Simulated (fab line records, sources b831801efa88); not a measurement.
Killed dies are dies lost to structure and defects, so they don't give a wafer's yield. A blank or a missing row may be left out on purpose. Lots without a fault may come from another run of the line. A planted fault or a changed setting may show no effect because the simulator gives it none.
One fault seen from 2 desks | flow gf180mcu | each desk has only its own numbers; what lay behind them comes last

THE TOOL OWNER'S DESK: lpcvd-01
The tool's own readings at GF_HV_LDD_CVD_56 (deposits Si3N4 from DCS/NH3, target thk 90 nm, time 1543 s): means of the sampled wafers that have a number, for each lot that ran on this tool. A lot is out of limits, marked OUT, if its mean lies more than 4 standard deviations from the usual mean; the brackets give that distance.
Columns: A = zone_power_centre_pct at GF_HV_LDD_CVD_56, usual 13.0 %
lot  | first seen here | A
L868 | day 13 02:01    | 12.8
L870 | day 13 20:31    | 14.5
L876 | day 15 18:49    | 12.9
L877 | day 16 01:49    | 12.8
L880 | day 17 01:52    | 12.8
L881 | day 17 11:32    | 14.7
L885 | day 18 17:34    | 12.8
This desk's finding: nothing out of limits on any of the 7 lots.

THE METROLOGY DESK
What the gauges read, lot by lot, whatever tool the lot ran on: means of the sampled wafers that have a number. A lot is out of limits, marked OUT, if its mean lies more than 4 standard deviations from the usual mean; the brackets give that distance.
Columns: A = POLY_GATE_CVD_00_THK at GF_POLY_GATE_THK_MEAS_01, usual 200.6 nm; B = M2_ALCU_RS at GF_M2_RS_MEAS_05, usual 0.0694 ohm/sq
lot  | first seen here | A     | B
L867 | day 8 20:57     | 204.5 | 0.0703
L868 | day 9 01:07     | 201.3 | 0.0709
L869 | day 9 11:37     | 196.3 | 0.0700
L870 | day 9 17:52     | 201.7 | 0.0690
L871 | day 9 23:36     | 198.7 | 0.0692
L873 | day 10 10:46    | 201.0 | 0.0703
L874 | day 10 15:51    | 200.4 | 0.0693
L875 | day 11 00:57    | 203.4 | 0.0699
L876 | day 11 10:20    | 200.1 | 0.0690
L877 | day 11 15:14    | 199.9 | 0.0688
L878 | day 11 19:25    | 201.5 | 0.0711
L880 | day 12 11:11    | 201.7 | 0.0690
L881 | day 12 21:03    | 202.5 | 0.0690
L885 | day 13 23:23    | 203.3 | 0.0692
This desk's finding: nothing out of limits on any of the 14 lots.

PUT TOGETHER
The tool owner's desk saw nothing out of limits.
The metrology desk saw nothing out of limits.

WHAT THE SIMULATOR HAD PUT IN
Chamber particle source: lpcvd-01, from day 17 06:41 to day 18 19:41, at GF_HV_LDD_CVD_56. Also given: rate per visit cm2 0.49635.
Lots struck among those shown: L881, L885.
